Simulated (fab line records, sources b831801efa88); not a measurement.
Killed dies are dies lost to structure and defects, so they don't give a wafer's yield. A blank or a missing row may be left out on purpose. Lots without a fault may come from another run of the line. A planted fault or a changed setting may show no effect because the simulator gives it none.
A struck lot beside a sound one | flow sfq_line | 13 steps out of a route of 325
Sound: wafers L814.1, L814.4, L814.5. Struck: wafer L835.5. (L835.1, L835.3 of the same lot were not struck and are left out.) The cause comes at the end.
At each step with rows: each side's tool, then ch and its chambers, then its first start. Under that, the readings that differ: sound wafers | struck wafers | difference of the means | sigmas: that difference in standard deviations of wafers without a fault.
alike: readings whose means differ by less than 2 such deviations, and words and numbers that are the same on both sides. not compared: withheld readings, readings that some wafer has no value for, bounds like >300 that may hide the same value, and numbers for which the record gives no deviation and whose values overlap.
The two part at a step that has a row with sigmas, a row that says differs or no value, or rows on one side only. Numbers that don't overlap but have no deviation are shown without sigmas and don't part them. A reading that every wafer of one side lacks parts them only if that side has two wafers or more.

first, 1 step without rows for these wafers: SFQ_TRILAYER_M4_DEP_PRE_CLEAN_092 (time 22.5 s).
SFQ_TRILAYER_M4_DEP_SPUTTER_091: material Nb, target thk 200 nm, time 133.3 s.
  sound on pvd_sputter-04, day 39 08:39; struck on pvd_sputter-04, day 52 23:00
  reading                | sound          | struck | difference | sigmas
  throttle_valve_pct (%) | 31.0 32.2 31.8 | 29.2   | -2.5       | -2
SFQ_M4_RS_MEAS_924: measures by four-point-probe.
  sound on film_metro-01, day 39 08:44; struck on film_metro-03, day 52 23:05
  alike: M4_NB_RS
then, 6 steps without rows for these wafers: SFQ_TRILAYER_M4_LITHO_COAT_098 (resist thk 62 nm); SFQ_TRILAYER_M4_LITHO_COAT_093 (resist thk 600 nm); SFQ_TRILAYER_M4_LITHO_SOFTBAKE_097; SFQ_TRILAYER_M4_LITHO_EXPOSE_094 (exposes mask M4, target cd 500 nm); SFQ_TRILAYER_M4_LITHO_PEB_096 (peb time 60 s); SFQ_TRILAYER_M4_LITHO_DEVELOP_095 (time 60 s).
-- the record jumps here: 5 days lie between the struck wafers' starts before and after --
SFQ_M4_OVL_MEAS_926:
  sound on overlay-02, day 45 00:36; struck on overlay-01, day 57 15:53
  alike: M4_OVL
SFQ_TRILAYER_M4_BARC_OPEN_METAL_ETCH_123: etches BARC in O2, target depth 125 nm, time 41.7 s.
  sound on rie_metal-04 ch 0,1, day 45 00:38; struck on rie_metal-02 ch 0, day 57 15:56
  reading                     | sound       | struck | difference | sigmas
  drypump_motor_current_A (A) | 5.6 4.7 5.7 | 6.5    | +1.2       | +2
  alike: oes_product_au
  not compared: rf_hours_counter_h
SFQ_TRILAYER_M4_ETCH_METAL_ETCH_096: etches Nb in Cl2/Ar, stops on SiO2, target depth 240 nm, time 120 s.
  sound on rie_metal-04 ch 0,1, day 45 00:42; struck on rie_metal-02 ch 0, day 57 15:59
  reading                                             | sound             | struck | difference | sigmas
  drypump_motor_current_A (A)                         | 5.7 4.7 5.7       | 6.6    | +1.2       | +2
  model.KrF_of_TRILAYER_M4_LITHO_COAT_093.thk_nm (nm) | 376.4 376.7 375.9 | 397.7  | +21.4      |
  alike: oes_product_au
  not compared: rf_hours_counter_h
SFQ_TRILAYER_M4_STRIP_STRIP_097: strips in O2.
  sound on rie_metal-04 ch 0,1, day 45 00:49; struck on rie_metal-02 ch 0, day 57 16:07
  alike: drypump_motor_current_A, oes_product_au
  not compared: rf_hours_counter_h

WHERE THEY PART
First at SFQ_TRILAYER_M4_DEP_SPUTTER_091; last, within this record, at SFQ_TRILAYER_M4_ETCH_METAL_ETCH_096. Later steps at which nothing parts them and some readings are alike: SFQ_TRILAYER_M4_STRIP_STRIP_097.

WHY: what the simulator had put in
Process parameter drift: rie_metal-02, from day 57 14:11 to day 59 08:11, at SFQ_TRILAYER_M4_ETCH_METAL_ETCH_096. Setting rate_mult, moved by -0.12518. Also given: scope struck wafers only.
